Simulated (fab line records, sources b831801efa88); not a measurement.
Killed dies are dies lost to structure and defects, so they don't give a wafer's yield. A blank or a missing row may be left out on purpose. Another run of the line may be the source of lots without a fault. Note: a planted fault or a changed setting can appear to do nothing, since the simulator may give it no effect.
A lot that was struck, set against a sound lot :: flow sky130 :: 15 steps out of a route of 708
Sound: these wafers, L280.2, L280.4, L280.5. Struck: wafers L289.1, L289.3 (left out: L289.6, a lot-mate that was not struck); the cause follows at the end.
Per side, at each step with rows, come the tool, then ch with its chambers, and then its first start. Under that, the readings that differ: sound wafers :: struck wafers :: difference of the means :: sigmas: that difference in standard deviations of wafers without a fault.
alike: words and numbers the same on both sides, and readings whose means are apart by under 2 such deviations; not compared: readings that were withheld, readings missing a value for some wafer, numbers with overlapping values and no deviation given by the record, and bounds like >300 which may hide the same value.
Wherever a step has rows on one side only, a row that says differs or no value, or a row with sigmas, the two part there. Numbers that don't overlap but have no deviation are shown without sigmas and don't part them. Lack of a reading on every wafer of one side parts them only where that side has two or more wafers.

first, 1 step without rows for these wafers: SKY_VT_ADJUST_NCORE_DEVELOP_06 (develop time 60 s).
SKY_VT_ADJUST_NCORE_CD_MEAS_07: the cd target is 380 nm.
  sound: cd sem-01 at day 9 02:34; struck: cd sem-02 at day 11 20:23
reading: cd nm (nm)
sound: 377.8 378.6 379.4
struck: 384.7 384.9
difference: +6.2
sigmas: +3
SKY_VT_ADJUST_NCORE_OVL_MEAS_08:
  sound: overlay-01 at day 9 02:40; struck: overlay-01 at day 11 20:31
reading: VT_ADJUST_NCORE_OVL (nm)
sound: -1.2 -0.1 0.0
struck: 2.7 3.1
difference: +3.3
sigmas: +2
next, for these wafers, 1 step has no rows: SKY_VT_ADJUST_NCORE_IMPLANT_09.
SKY_VT_ADJUST_NCORE_STRIP_10: strips in O2/N2.
  sound on plasma asher-04 ch 1, day 9 02:51; struck on plasma asher-02 ch 0,1, day 11 20:42
reading: strip time to endpoint s (s)
sound: 14.24 14.26 14.21
struck: 14.14 14.17
difference: -0.08
sigmas: -2
  alike: chamber pressure mTorr, drypump motor current A, oes product au
  not compared: rf hours counter h
SKY_VT_ADJUST_NCORE_TW_MEAS_11:
  sound: film metro-04 at day 9 02:58; struck: film metro-01 at day 11 20:48
  alike: VT_ADJUST_NCORE_TW
then, 6 steps without rows for these wafers: SKY_VT_ADJUST_HVTR_DEHYDRATE_00 (time 60 s); SKY_VT_ADJUST_HVTR_HMDS_01 (prime time 60 s); SKY_VT_ADJUST_HVTR_COAT_02 (resist thk 1140 nm); SKY_VT_ADJUST_HVTR_SOFTBAKE_03 (time 60 s); SKY_VT_ADJUST_HVTR_EXPOSE_04 (exposes mask HVTRM, target cd 380 nm); SKY_VT_ADJUST_HVTR_PEB_05.
SKY_VT_ADJUST_HVTR_DEVELOP_06: develop time 60 s.
  sound on litho track-02 ch 0, day 10 00:35; struck on litho track-01 ch 0, day 12 20:44
  alike: exhaust pa
SKY_VT_ADJUST_HVTR_CD_MEAS_07: the cd target is 380 nm.
  sound: cd sem-01 at day 10 00:44; struck: cd sem-01 at day 12 20:53
reading: cd nm (nm)
sound: 379.3 380.7 381.7
struck: 389.1 388.7
difference: +8.3
sigmas: +3
SKY_VT_ADJUST_HVTR_OVL_MEAS_08:
  sound: overlay-01 at day 10 00:50; struck: overlay-02 at day 12 21:01
  alike: VT_ADJUST_HVTR_OVL

WHERE THEY PART
Last at SKY_VT_ADJUST_HVTR_CD_MEAS_07 as far as this record goes, first at SKY_VT_ADJUST_NCORE_CD_MEAS_07. Later steps at which nothing parts them and some readings are alike: SKY_VT_ADJUST_HVTR_OVL_MEAS_08.

WHY: the cause the simulator had injected
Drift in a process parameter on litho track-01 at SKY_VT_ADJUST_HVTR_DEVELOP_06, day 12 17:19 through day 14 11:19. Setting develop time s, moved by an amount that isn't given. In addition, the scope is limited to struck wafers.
